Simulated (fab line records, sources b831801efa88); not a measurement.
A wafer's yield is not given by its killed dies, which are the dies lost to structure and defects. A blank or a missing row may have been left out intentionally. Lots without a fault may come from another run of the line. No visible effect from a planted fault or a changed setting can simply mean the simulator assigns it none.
fab line records    flow sfq_line
record: lots: 5  wafers: 23
route steps=325 shown L0@3 L0V@21 M0@32 I0@47 M1@59 I1@78 M2@89
start_h: start of the lot's first displayed wafer, in hours after the record's first day    wait_h: hours since the lot's step before    " same as the row above    L1.1+2: several wafers, shown together as one row    - no value, or no start was given    * or withheld: withheld    < > ~ a bound
route shown NAME@n: a module of which the file shows steps, and the number in the route of the first    usual: average and standard deviation across the fault-free wafers    same: alike in all rows    chamber/n: place in a boat    sites: each site's reading    _std_site: standard deviation across them    _edge_site: inner sites' mean taken away from outer sites' mean    radius_mm: for every site, how far away it sits from the centre of the wafer    mask NAME#n: copy n    behind: tool/chamber where the wafer was last shaped    hold: reason for holding the lot/hours on hold/outcome of the hold    device: the n, p or np transistor that did not switch    end of line: at the end of the route, the tests of the same wafers    a step without rows: its recipe alone    killed: dies that structure and defects cost at the first sort, which is not the same as the wafer's yield    map: per-die view of a wafer (x killed, . not killed, _ where there is no die)
set.NAME: the run value of the setting; set.NAME@STEP: its run value at that earlier step    model.NAME: the simulator's own value behind a step, which no gauge read
lots whose settings were changed on purpose; a table a step, a row a wafer
== steps ==
step: SFQ_TRILAYER_L0_DEP_SPUTTER_003
recipe: material: MoNx_KI  base_pressure_pa: 1.33e-06  target_thk_nm: 40  power_w: 800  time_s: 100  chamber_pressure_pa: 0.4
lot.wafer  tool            chamber  start_h  wait_h  set.time_s  model.MoNx_KI_of_TRILAYER_L0_DEP_SPUTTER_003.thk_nm
L075.1     pvd_sputter-05  -        17.49    0.0     100         39.07
L075.2     "               -        "        "       92.69       36.96
L075.3     "               -        "        "       92.69       36.84
L075.4     "               -        "        "       100         39.38
L075.5     "               -        "        "       92.69       36.78
L076.2     pvd_sputter-06  -        22.49    0.0     100         40.41
L076.3     "               -        "        "       105.6       42.58
L076.4     "               -        "        "       100         39.49
L076.5     "               -        "        "       105.6       42.74
L076.6     "               -        "        "       100         40.21
L077.1     pvd_sputter-03  -        27.49    0.0     105.4       43.02
L077.2     "               -        "        "       100         40.48
L077.4     "               -        "        "       105.4       41.5
L077.5     "               -        "        "       100         40.02
L077.6     "               -        "        "       100         39.45
L081.1     pvd_sputter-06  -        47.49    0.0     89.37       36.26
L081.3     "               -        "        "       100         40.36
L081.4     "               -        "        "       89.37       36.25
L081.5     "               -        "        "       100         40.64
L081.6     "               -        "        "       89.37       35.74
L083.1     pvd_sputter-03  -        57.49    0.0     100         40.31
L083.3     "               -        "        "       100         40.85
L083.4     "               -        "        "       100         40.11
step: SFQ_L0_RS_MEAS_901
recipe: thk_meas_gauge: four-point-probe  reads: MoNx_KI_of_TRILAYER_L0_DEP_SPUTTER_003
usual: L0_MONX_KI_RS: 43.3/0.56
lot.wafer  tool           chamber  start_h  wait_h  set.time_s@TRILAYER_L0_DEP_SPUTTER_003  L0_MONX_KI_RS[ohm/sq]
L075.1     film_metro-02  -        17.56    0.0     100                                     44.5
L075.2     "              -        "        "       92.69                                   47.1
L075.3     "              -        "        "       92.69                                   47.2
L075.4     "              -        "        "       100                                     44.1
L075.5     "              -        "        "       92.69                                   47.4
L076.2     film_metro-01  -        22.58    0.1     100                                     43.1
L076.3     "              -        "        "       105.6                                   40.8
L076.4     "              -        "        "       100                                     44.1
L076.5     "              -        "        "       105.6                                   40.8
L076.6     "              -        "        "       100                                     43.3
L077.1     film_metro-01  -        27.56    0.0     105.4                                   40.5
L077.2     "              -        "        "       100                                     43.1
L077.4     "              -        "        "       105.4                                   42.0
L077.5     "              -        "        "       100                                     43.6
L077.6     "              -        "        "       100                                     44.2
L081.1     film_metro-04  -        47.56    0.0     89.37                                   48.1
L081.3     "              -        "        "       100                                     43.2
L081.4     "              -        "        "       89.37                                   48.1
L081.5     "              -        "        "       100                                     42.8
L081.6     "              -        "        "       89.37                                   48.7
L083.1     film_metro-04  -        57.56    0.0     100                                     43.2
L083.3     "              -        "        "       100                                     42.7
L083.4     "              -        "        "       100                                     43.5
step: SFQ_L0_THK_MEAS_902
recipe: thk_meas_gauge: xrf  reads: MoNx_KI_of_TRILAYER_L0_DEP_SPUTTER_003
usual: L0_MONX_KI_THK: 40.0/0.56
lot.wafer  tool           chamber  start_h  wait_h  set.time_s@TRILAYER_L0_DEP_SPUTTER_003  L0_MONX_KI_THK[nm]
L075.1     film_metro-02  -        17.68    0.1     100                                     38.9
L075.2     "              -        "        "       92.69                                   36.5
L075.3     "              -        "        "       92.69                                   36.5
L075.4     "              -        "        "       100                                     39.0
L075.5     "              -        "        "       92.69                                   36.5
L076.2     film_metro-01  -        22.69    0.1     100                                     40.4
L076.3     "              -        "        "       105.6                                   42.6
L076.4     "              -        "        "       100                                     39.6
L076.5     "              -        "        "       105.6                                   42.7
L076.6     "              -        "        "       100                                     40.5
L077.1     film_metro-01  -        27.68    0.1     105.4                                   43.1
L077.2     "              -        "        "       100                                     40.2
L077.4     "              -        "        "       105.4                                   41.4
L077.5     "              -        "        "       100                                     39.8
L077.6     "              -        "        "       100                                     39.5
L081.1     film_metro-04  -        47.68    0.1     89.37                                   36.0
L081.3     "              -        "        "       100                                     39.8
L081.4     "              -        "        "       89.37                                   35.8
L081.5     "              -        "        "       100                                     40.3
L081.6     "              -        "        "       89.37                                   35.5
L083.1     film_metro-04  -        57.68    0.1     100                                     39.9
L083.3     "              -        "        "       100                                     40.3
L083.4     "              -        "        "       100                                     39.6
step: SFQ_TRILAYER_L0_LITHO_COAT_010
recipe: resist: BARC  spin_rpm: 3000  resist_thk_nm: 62
lot.wafer  tool            chamber  start_h  wait_h  set.resist_thk_nm  model.BARC_of_TRILAYER_L0_LITHO_COAT_010.thk_nm
L075.1     litho_track-01  0        17.74    0.1     62                 62.23
L075.2     "               0        "        "       64.77              64.83
L075.3     "               0        "        "       64.77              64.9
L075.4     "               0        "        "       62                 62.22
L075.5     "               0        "        "       62                 62.11
L076.2     litho_track-02  0        22.79    0.1     62                 61.97
L076.3     "               0        "        "       62                 62.17
L076.4     "               0        "        "       58.95              59.08
L076.5     "               0        "        "       62                 61.66
L076.6     "               0        "        "       58.95              59.09
L077.1     litho_track-04  0        27.74    0.1     59.6               59.72
L077.2     "               0        "        "       62                 62.11
L077.4     "               0        "        "       62                 61.96
L077.5     "               0        "        "       62                 61.82
L077.6     "               0        "        "       59.6               59.56
L081.1     litho_track-02  0        47.74    0.1     64.18              64.28
L081.3     "               0        "        "       64.18              64.35
L081.4     "               0        "        "       62                 62.19
L081.5     "               0        "        "       62                 61.94
L081.6     "               0        "        "       64.18              64.37
L083.1     litho_track-01  0        57.74    0.1     62                 62.08
L083.3     "               0        "        "       62                 62.28
L083.4     "               0        "        "       62                 62.2
step: SFQ_TRILAYER_L0_BARC_OPEN_METAL_ETCH_010
recipe: mask_material: PR  chemistry: O2  target_depth_nm: 125  target: BARC  icp_w: 600  bias_w: 80  pressure_mtorr: 10  time_s: 41.7
lot.wafer  tool          chamber  start_h  wait_h  set.icp_w  model.KrF_of_TRILAYER_L0_LITHO_COAT_005.thk_nm  model.etch.depth_nm
L075.1     rie_metal-02  1        77.77    0.1     627.7      519.7                                           -
L075.2     "             0        "        "       627.7      -                                               -
L075.3+5   "             1        "        "       600        -                                               -
L075.4     "             0        "        "       627.7      519.6                                           -
L076.2     rie_metal-04  0        82.70    0.1     559.2      526.9                                           -
L076.3     "             1        "        "       600        -                                               -
L076.4     "             0        "        "       559.2      528                                             -
L076.5     "             1        "        "       559.2      -                                               -
L076.6     "             0        "        "       600        524.3                                           59.09
L077.1     rie_metal-04  0        89.90    0.1     600        -                                               -
L077.2     "             1        "        "       600        524                                             62.11
L077.4     "             0        "        "       529.9      -                                               -
L077.5     "             0        "        "       529.9      528.9                                           61.82
L077.6     "             1        "        "       529.9      528.8                                           -
L081.1     rie_metal-04  1        114.65   0.1     600        -                                               -
L081.3     "             0        "        "       600        524.2                                           64.35
L081.4+6   "             1,0      "        "       540.8      -                                               -
L081.5     "             1        "        "       540.8      530.5                                           61.94
L083.1     rie_metal-02  0        130.37   0.1     600        522.1                                           62.08
L083.3     "             0        "        "       600        521.9                                           62.28
L083.4     "             1        "        "       600        520.7                                           62.2
step: SFQ_TRILAYER_L0_ETCH_METAL_ETCH_008
recipe: target: MoNx_KI  stop_on: SiO2  mask_material: PR  chemistry: SF6/O2  target_depth_nm: 50  icp_w: 600  bias_w: 80  pressure_mtorr: 10  time_s: 25
usual: oes_product_au: 0.876/0.0083
lot.wafer  tool          chamber  start_h  wait_h  set.time_s@TRILAYER_L0_DEP_SPUTTER_003  oes_product_au
L075.1     rie_metal-02  1        77.83    0.0     100                                     0.863
L075.2     "             0        "        "       92.69                                   0.832
L075.3     "             1        "        "       92.69                                   0.835
L075.4     "             0        "        "       100                                     0.871
L075.5     "             1        "        "       92.69                                   0.832
L076.2     rie_metal-04  0        82.76    0.0     100                                     0.866
L076.3     "             1        "        "       105.6                                   0.903
L076.4     "             0        "        "       100                                     0.864
L076.5     "             1        "        "       105.6                                   0.906
L076.6     "             0        "        "       100                                     0.881
L077.1     rie_metal-04  0        89.96    0.0     105.4                                   0.928
L077.2     "             1        "        "       100                                     0.881
L077.4     "             0        "        "       105.4                                   0.895
L077.5     "             0        "        "       100                                     0.875
L077.6     "             1        "        "       100                                     0.863
L081.1     rie_metal-04  1        114.71   0.0     89.37                                   0.822
L081.3     "             0        "        "       100                                     0.872
L081.4     "             1        "        "       89.37                                   0.822
L081.5     "             1        "        "       100                                     0.883
L081.6     "             0        "        "       89.37                                   0.823
L083.1     rie_metal-02  0        130.43   0.0     100                                     0.885
L083.3     "             0        "        "       100                                     0.878
L083.4     "             1        "        "       100                                     0.876
step: SFQ_TRILAYER_L0_VIA_LITHO_PEB_016
recipe: peb_temp_c: 115  peb_time_s: 60  resist: KrF
lot.wafer       tool            chamber  start_h  wait_h  set.peb_temp_c
L075.1+2        litho_track-02  0        154.07   1.0     115
L075.3+4+5      "               0        "        "       117.1
L076.2+4        litho_track-03  0        160.10   0.8     117.4
L076.3+5+6      "               0        "        "       115
L077.1+5+6      litho_track-04  0        170.87   1.0     115
L077.2+4        "               0        "        "       111.8
L081.1+3+4+5+6  litho_track-02  0        203.00   1.0     115
L083.1+3+4      litho_track-02  0        216.16   1.0     115
step: SFQ_TRILAYER_L0_VIA_BARC_OPEN_VIA_ETCH_021
recipe: mask_material: PR  chemistry: O2  target_depth_nm: 125  target: BARC  source_w: 500  bias_w: 80  pressure_mtorr: 30  time_s: 41.7
lot.wafer  tool         chamber  start_h  wait_h  set.time_s  set.peb_temp_c@TRILAYER_L0_VIA_LITHO_PEB_016  model.L0V.cd_nm  model.KrF_of_TRILAYER_L0_VIA_LITHO_COAT_013.thk_nm
L075.1     rie_diel-03  3        154.41   0.0     46.82       115                                           706.2            567.5
L075.2     "            2        "        "       46.82       115                                           702.9            568.4
L075.3     "            1        "        "       46.82       117.1                                         738.2            565.7
L075.4     "            3        "        "       41.7        117.1                                         739.1            573.5
L075.5     "            2        "        "       41.7        117.1                                         738              573.1
L076.2     rie_diel-04  2        160.41   0.0     46.58       117.4                                         740.5            566.6
L076.3     "            1        "        "       41.7        115                                           699.2            574.4
L076.4     "            3        "        "       41.7        117.4                                         740.5            573
L076.5     "            0        "        "       46.58       115                                           698.1            568.6
L076.6     "            1        "        "       46.58       115                                           701.2            567.3
L077.1     rie_diel-03  1        171.21   0.0     41.7        115                                           701              575.4
L077.2     "            3        "        "       46.99       111.8                                         637.4            564.8
L077.4     "            1        "        "       41.7        111.8                                         635.3            573.5
L077.5     "            3        "        "       46.99       115                                           701.8            564.9
L077.6     "            2        "        "       41.7        115                                           702.1            573.8
L081.1     rie_diel-04  1        203.34   0.0     39.67       115                                           702.4            573.8
L081.3     "            3        "        "       41.7        115                                           701.5            570
L081.4     "            0        "        "       41.7        115                                           697.8            572.3
L081.5     "            0        "        "       39.67       115                                           699.3            573.6
L081.6     "            1        "        "       39.67       115                                           702.3            574.6
L083.1     rie_diel-04  0        216.50   0.0     41.7        115                                           701.2            569.9
L083.3     "            1        "        "       41.7        115                                           703.4            572.5
L083.4     "            3        "        "       41.7        115                                           703.9            571.4
step: SFQ_TRILAYER_M0_LITHO_COAT_026
recipe: resist: BARC  spin_rpm: 3000  resist_thk_nm: 62
lot.wafer  tool            chamber  start_h  wait_h  set.spin_rpm  model.BARC_of_TRILAYER_M0_LITHO_COAT_026.thk_nm
L075.1     litho_track-03  0        155.56   0.1     3000          62.08
L075.2     "               0        "        "       3000          62.1
L075.3     "               0        "        "       3000          62.05
L075.4     "               0        "        "       3000          62.13
L075.5     "               0        "        "       3000          61.84
L076.2     litho_track-01  0        161.62   0.1     3000          62.04
L076.3     "               0        "        "       3000          61.98
L076.4+6   "               0        "        "       3000          62.01
L076.5     "               0        "        "       3000          62.06
L077.1     litho_track-03  0        172.36   0.1     3000          61.88
L077.2     "               0        "        "       3145          60.53
L077.4     "               0        "        "       3145          60.47
L077.5     "               0        "        "       3000          61.97
L077.6     "               0        "        "       3145          60.52
L081.1     litho_track-02  0        204.51   0.1     3000          62.06
L081.3     "               0        "        "       2804          64.32
L081.4     "               0        "        "       3000          62.18
L081.5     "               0        "        "       2804          64.16
L081.6     "               0        "        "       2804          63.93
L083.1     litho_track-03  0        217.65   0.1     3000          61.94
L083.3     "               0        "        "       3000          61.89
L083.4     "               0        "        "       3000          62.04
step: SFQ_TRILAYER_I0_VIA_LITHO_COAT_036
recipe: resist: BARC  spin_rpm: 3000  resist_thk_nm: 62
lot.wafer  tool            chamber  start_h  wait_h  set.resist_thk_nm  model.BARC_of_TRILAYER_I0_VIA_LITHO_COAT_036.thk_nm
L075.1     litho_track-04  0        255.46   1.0     62                 62.26
L075.2     "               0        "        "       63.29              63.68
L075.3     "               0        "        "       62                 62.24
L075.4     "               0        "        "       63.29              63.54
L075.5     "               0        "        "       63.29              63.51
L076.2     litho_track-01  0        261.51   0.8     65.32              65.11
L076.3     "               0        "        "       62                 61.75
L076.4     "               0        "        "       65.32              65.41
L076.5     "               0        "        "       62                 61.8
L076.6     "               0        "        "       65.32              65.14
L077.1     litho_track-01  0        274.57   1.0     62                 61.91
L077.2     "               0        "        "       58.45              58.12
L077.4     "               0        "        "       58.45              58.27
L077.5     "               0        "        "       58.45              58.36
L077.6     "               0        "        "       62                 61.88
L081.1     litho_track-04  0        316.82   1.0     64.32              64.37
L081.3     "               0        "        "       64.32              64.43
L081.4     "               0        "        "       62                 62.15
L081.5     "               0        "        "       64.32              64.51
L081.6     "               0        "        "       62                 62.06
L083.1     litho_track-04  0        328.82   1.0     62                 61.74
L083.3     "               0        "        "       62                 61.79
L083.4     "               0        "        "       62                 61.87
step: SFQ_TRILAYER_M1_DEP_SPUTTER_037
recipe: material: Nb  base_pressure_pa: 1.33e-06  chamber_pressure_pa: 0.1333  substrate_temp_c: 20  resputter_cathode_voltage_v: 400  target_thk_nm: 200  power_w: 2000  time_s: 133.3
lot.wafer  tool            chamber  start_h  wait_h  set.time_s  model.Nb_of_TRILAYER_M1_DEP_SPUTTER_037.thk_nm
L075.1     pvd_sputter-06  -        260.35   0.0     141.9       214.7
L075.2     "               -        "        "       141.9       213.4
L075.3     "               -        "        "       141.9       212.6
L075.4     "               -        "        "       133.3       201
L075.5     "               -        "        "       133.3       200.6
L076.2     pvd_sputter-04  -        342.54   0.0     113.8       170.4
L076.3     "               -        "        "       133.3       199.4
L076.4+6   "               -        "        "       133.3       196.3
L076.5     "               -        "        "       113.8       172.7
L077.1     pvd_sputter-06  -        388.27   0.0     133.3       202.5
L077.2     "               -        "        "       133.3       198.7
L077.4     "               -        "        "       133.3       200.8
L077.5     "               -        "        "       133.3       198.9
L077.6     "               -        "        "       133.3       203.8
L081.1     pvd_sputter-06  -        434.24   0.0     133.3       202.4
L081.3     "               -        "        "       133.3       199.6
L081.4     "               -        "        "       133.3       196.5
L081.5     "               -        "        "       133.3       204
L081.6     "               -        "        "       133.3       197.6
L083.1     pvd_sputter-05  -        455.85   0.0     133.3       197.7
L083.3     "               -        "        "       133.3       203.7
L083.4     "               -        "        "       133.3       202.7
step: SFQ_M1_RS_MEAS_909
recipe: thk_meas_gauge: four-point-probe  reads: Nb_of_TRILAYER_M1_DEP_SPUTTER_037
usual: M1_NB_RS: 0.887/0.011
lot.wafer  tool           chamber  start_h  wait_h  set.time_s@TRILAYER_M1_DEP_SPUTTER_037  M1_NB_RS[ohm/sq]
L075.1     film_metro-02  -        260.44   0.0     141.9                                   0.827
L075.2     "              -        "        "       141.9                                   0.833
L075.3     "              -        "        "       141.9                                   0.838
L075.4     "              -        "        "       133.3                                   0.885
L075.5     "              -        "        "       133.3                                   0.887
L076.2     film_metro-03  -        342.65   0.1     113.8                                   1.044
L076.3     "              -        "        "       133.3                                   0.892
L076.4     "              -        "        "       133.3                                   0.906
L076.5     "              -        "        "       113.8                                   1.031
L076.6     "              -        "        "       133.3                                   0.906
L077.1     film_metro-03  -        388.36   0.0     133.3                                   0.878
L077.2     "              -        "        "       133.3                                   0.894
L077.4     "              -        "        "       133.3                                   0.886
L077.5     "              -        "        "       133.3                                   0.893
L077.6     "              -        "        "       133.3                                   0.872
L081.1     film_metro-02  -        434.33   0.0     133.3                                   0.879
L081.3     "              -        "        "       133.3                                   0.893
L081.4     "              -        "        "       133.3                                   0.906
L081.5     "              -        "        "       133.3                                   0.873
L081.6     "              -        "        "       133.3                                   0.902
L083.1     film_metro-03  -        455.94   0.0     133.3                                   0.900
L083.3     "              -        "        "       133.3                                   0.872
L083.4     "              -        "        "       133.3                                   0.876
step: SFQ_TRILAYER_M1_BARC_OPEN_METAL_ETCH_054
recipe: mask_material: PR  chemistry: O2  target_depth_nm: 125  target: BARC  icp_w: 600  bias_w: 80  pressure_mtorr: 10  time_s: 41.7
lot.wafer       tool          chamber    start_h  wait_h  set.time_s
L075.1+4+5      rie_metal-04  1          329.58   0.0     41.7
L075.2+3        "             0          "        "       43.29
L076.2+5+6      rie_metal-04  0,1,0      347.13   0.0     41.7
L076.3+4        "             0,1        "        "       36.51
L077.1+4+6      rie_metal-04  0,0,1      536.73   0.0     44.47
L077.2+5        "             1,0        "        "       41.7
L081.1+3+4+5+6  rie_metal-03  0,0,1,0,1  587.53   0.0     41.7
L083.1+3+4      rie_metal-04  0,0,1      619.60   0.0     41.7
step: SFQ_TRILAYER_M1_ETCH_METAL_ETCH_042
recipe: target: Nb  stop_on: SiO2  mask_material: PR  chemistry: Cl2/Ar  target_depth_nm: 240  icp_w: 617.6  bias_w: 80  pressure_mtorr: 10  time_s: 120
usual: oes_product_au: 0.896/0.0091
lot.wafer  tool          chamber  start_h  wait_h  set.time_s@TRILAYER_M1_DEP_SPUTTER_037  oes_product_au
L075.1     rie_metal-04  1        329.64   0.0     141.9                                   0.930
L075.2     "             0        "        "       141.9                                   0.919
L075.3     "             0        "        "       141.9                                   0.929
L075.4     "             1        "        "       133.3                                   0.898
L075.5     "             1        "        "       133.3                                   0.892
L076.2     rie_metal-04  0        347.19   0.0     113.8                                   0.813
L076.3     "             0        "        "       133.3                                   0.886
L076.4     "             1        "        "       133.3                                   0.883
L076.5     "             1        "        "       113.8                                   0.821
L076.6     "             0        "        "       133.3                                   0.882
L077.1     rie_metal-04  0        536.79   0.0     133.3                                   0.907
L077.2     "             1        "        "       133.3                                   0.883
L077.4     "             0        "        "       133.3                                   0.897
L077.5     "             0        "        "       133.3                                   0.886
L077.6     "             1        "        "       133.3                                   0.911
L081.1     rie_metal-03  0        587.59   0.0     133.3                                   0.898
L081.3     "             0        "        "       133.3                                   0.899
L081.4     "             1        "        "       133.3                                   0.887
L081.5     "             0        "        "       133.3                                   0.899
L081.6     "             1        "        "       133.3                                   0.893
L083.1     rie_metal-04  0        619.66   0.0     133.3                                   0.886
L083.3     "             0        "        "       133.3                                   0.911
L083.4     "             1        "        "       133.3                                   0.903
step: SFQ_TRILAYER_I1_VIA_LITHO_COAT_049
recipe: resist: KrF  spin_rpm: 3000  resist_thk_nm: 650
lot.wafer  tool            chamber  start_h  wait_h  set.resist_thk_nm  model.KrF_of_TRILAYER_I1_VIA_LITHO_COAT_049.thk_nm
L075.1     litho_track-02  0        345.93   0.2     676.9              678
L075.2     "               0        "        "       650                651.8
L075.3     "               0        "        "       676.9              678.6
L075.4     "               0        "        "       650                654.3
L075.5     "               0        "        "       676.9              679.5
L076.2     litho_track-03  0        360.98   0.2     660.7              659.3
L076.3     "               0        "        "       650                647.5
L076.4     "               0        "        "       660.7              658.2
L076.5     "               0        "        "       650                647.1
L076.6     "               0        "        "       650                648.5
L077.1     litho_track-02  0        547.81   0.2     650                649.2
L077.2     "               0        "        "       668.4              666
L077.4     "               0        "        "       668.4              666.5
L077.5     "               0        "        "       650                649.9
L077.6     "               0        "        "       668.4              665.7
L081.1     litho_track-02  0        593.46   0.2     676.9              674.2
L081.3     "               0        "        "       650                646.3
L081.4     "               0        "        "       676.9              673.1
L081.5     "               0        "        "       650                647.6
L081.6     "               0        "        "       676.9              672.7
L083.1     litho_track-02  0        626.46   0.2     650                648.5
L083.3     "               0        "        "       650                648
L083.4     "               0        "        "       650                647.3
step: SFQ_TRILAYER_M2_DEP_SPUTTER_055
recipe: material: Nb  base_pressure_pa: 1.33e-06  chamber_pressure_pa: 0.1333  substrate_temp_c: 20  resputter_cathode_voltage_v: 400  target_thk_nm: 200  power_w: 2000  time_s: 133.3
lot.wafer  tool            chamber  start_h  wait_h  set.power_w  model.Nb_of_TRILAYER_M2_DEP_SPUTTER_055.thk_nm
L075.1     pvd_sputter-04  -        477.60   0.0     1840         179.4
L075.2     "               -        "        "       1840         182.2
L075.3     "               -        "        "       1840         181.8
L075.4     "               -        "        "       2000         198.4
L075.5     "               -        "        "       2000         198.9
L076.2     pvd_sputter-05  -        479.13   0.0     1763         173.3
L076.3     "               -        "        "       1763         173.8
L076.4     "               -        "        "       1763         177.6
L076.5     "               -        "        "       2000         203.4
L076.6     "               -        "        "       2000         198.1
L077.1     pvd_sputter-04  -        554.71   0.0     2000         202.8
L077.2     "               -        "        "       2000         199.8
L077.4     "               -        "        "       2000         200.6
L077.5     "               -        "        "       2000         199.5
L077.6     "               -        "        "       2000         199.3
L081.1     pvd_sputter-05  -        603.04   0.0     2000         195.6
L081.3     "               -        "        "       2000         192.5
L081.4     "               -        "        "       2000         195.2
L081.5     "               -        "        "       2000         194.6
L081.6     "               -        "        "       2000         201.4
L083.1     pvd_sputter-03  -        630.40   0.0     2000         204.1
L083.3     "               -        "        "       2000         201.7
L083.4     "               -        "        "       2000         198
step: SFQ_M2_RS_MEAS_914
recipe: thk_meas_gauge: four-point-probe  reads: Nb_of_TRILAYER_M2_DEP_SPUTTER_055
usual: M2_NB_RS: 0.894/0.014
lot.wafer  tool           chamber  start_h  wait_h  set.power_w@TRILAYER_M2_DEP_SPUTTER_055  M2_NB_RS[ohm/sq]
L075.1     film_metro-03  -        477.69   0.0     1840                                     0.992
L075.2     "              -        "        "       1840                                     0.974
L075.3     "              -        "        "       1840                                     0.977
L075.4     "              -        "        "       2000                                     0.897
L075.5     "              -        "        "       2000                                     0.893
L076.2     film_metro-01  -        479.24   0.1     1763                                     1.029
L076.3     "              -        "        "       1763                                     1.030
L076.4     "              -        "        "       1763                                     1.007
L076.5     "              -        "        "       2000                                     0.875
L076.6     "              -        "        "       2000                                     0.900
L077.1     film_metro-02  -        554.80   0.0     2000                                     0.878
L077.2     "              -        "        "       2000                                     0.892
L077.4     "              -        "        "       2000                                     0.887
L077.5     "              -        "        "       2000                                     0.893
L077.6     "              -        "        "       2000                                     0.893
L081.1     film_metro-02  -        603.13   0.0     2000                                     0.911
L081.3     "              -        "        "       2000                                     0.925
L081.4     "              -        "        "       2000                                     0.911
L081.5     "              -        "        "       2000                                     0.916
L081.6     "              -        "        "       2000                                     0.883
L083.1     film_metro-03  -        630.49   0.0     2000                                     0.873
L083.3     "              -        "        "       2000                                     0.882
L083.4     "              -        "        "       2000                                     0.899
== key ==
split: step: SFQ_TRILAYER_L0_DEP_SPUTTER_003  setting: time_s  stated: 100  by: wafer
response: step: SFQ_TRILAYER_L0_DEP_SPUTTER_003  reading: model.MoNx_KI_of_TRILAYER_L0_DEP_SPUTTER_003.thk_nm  change: +0.402  per: 1%  r: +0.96
response: step: SFQ_L0_RS_MEAS_901  reading: L0_MONX_KI_RS  change: -0.466  per: 1%  r: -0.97
response: step: SFQ_L0_THK_MEAS_902  reading: L0_MONX_KI_THK  change: +0.397  per: 1%  r: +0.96
response: step: SFQ_TRILAYER_L0_ETCH_METAL_ETCH_008  reading: oes_product_au  change: +0.00542  per: 1%  r: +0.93
split: step: SFQ_TRILAYER_L0_LITHO_COAT_010  setting: resist_thk_nm  stated: 62  by: wafer
response: step: SFQ_TRILAYER_L0_LITHO_COAT_010  reading: model.BARC_of_TRILAYER_L0_LITHO_COAT_010.thk_nm  change: +0.6  per: 1%  r: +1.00
split: step: SFQ_TRILAYER_L0_BARC_OPEN_METAL_ETCH_010  setting: icp_w  stated: 600  by: wafer
response: step: SFQ_TRILAYER_L0_BARC_OPEN_METAL_ETCH_010  reading: model.KrF_of_TRILAYER_L0_LITHO_COAT_005.thk_nm  change: -0.487  per: 1%  r: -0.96
response: step: SFQ_TRILAYER_L0_BARC_OPEN_METAL_ETCH_010  reading: model.etch.depth_nm  shape: bent  at_lowest: 61.82  at_stated: 62.02  at_highest: 62.02
split: step: SFQ_TRILAYER_L0_VIA_LITHO_PEB_016  setting: peb_temp_c  stated: 115  by: wafer
response: step: SFQ_TRILAYER_L0_VIA_BARC_OPEN_VIA_ETCH_021  reading: model.L0V.cd_nm  change: +21.3  per: 1%  r: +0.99
split: step: SFQ_TRILAYER_L0_VIA_BARC_OPEN_VIA_ETCH_021  setting: time_s  stated: 41.7  by: wafer
response: step: SFQ_TRILAYER_L0_VIA_BARC_OPEN_VIA_ETCH_021  reading: model.KrF_of_TRILAYER_L0_VIA_LITHO_COAT_013.thk_nm  change: -0.591  per: 1%  r: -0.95
split: step: SFQ_TRILAYER_M0_LITHO_COAT_026  setting: spin_rpm  stated: 3000  by: wafer
response: step: SFQ_TRILAYER_M0_LITHO_COAT_026  reading: model.BARC_of_TRILAYER_M0_LITHO_COAT_026.thk_nm  change: -0.303  per: 1%  r: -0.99
split: step: SFQ_TRILAYER_I0_VIA_LITHO_COAT_036  setting: resist_thk_nm  stated: 62  by: wafer
response: step: SFQ_TRILAYER_I0_VIA_LITHO_COAT_036  reading: model.BARC_of_TRILAYER_I0_VIA_LITHO_COAT_036.thk_nm  change: +0.636  per: 1%  r: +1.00
split: step: SFQ_TRILAYER_M1_DEP_SPUTTER_037  setting: time_s  stated: 133.3  by: wafer
response: step: SFQ_TRILAYER_M1_DEP_SPUTTER_037  reading: model.Nb_of_TRILAYER_M1_DEP_SPUTTER_037.thk_nm  change: +1.8  per: 1%  r: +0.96
response: step: SFQ_M1_RS_MEAS_909  reading: M1_NB_RS  change: -0.00917  per: 1%  r: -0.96
response: step: SFQ_TRILAYER_M1_ETCH_METAL_ETCH_042  reading: oes_product_au  change: +0.00458  per: 1%  r: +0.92
split: step: SFQ_TRILAYER_M1_BARC_OPEN_METAL_ETCH_054  setting: time_s  stated: 41.7  by: wafer
response none clear
split: step: SFQ_TRILAYER_I1_VIA_LITHO_COAT_049  setting: resist_thk_nm  stated: 650  by: wafer
response: step: SFQ_TRILAYER_I1_VIA_LITHO_COAT_049  reading: model.KrF_of_TRILAYER_I1_VIA_LITHO_COAT_049.thk_nm  change: +6.23  per: 1%  r: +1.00
split: step: SFQ_TRILAYER_M2_DEP_SPUTTER_055  setting: power_w  stated: 2000  by: wafer
response: step: SFQ_TRILAYER_M2_DEP_SPUTTER_055  reading: model.Nb_of_TRILAYER_M2_DEP_SPUTTER_055.thk_nm  change: +2.18  per: 1%  r: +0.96
response: step: SFQ_M2_RS_MEAS_914  reading: M2_NB_RS  change: -0.0112  per: 1%  r: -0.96
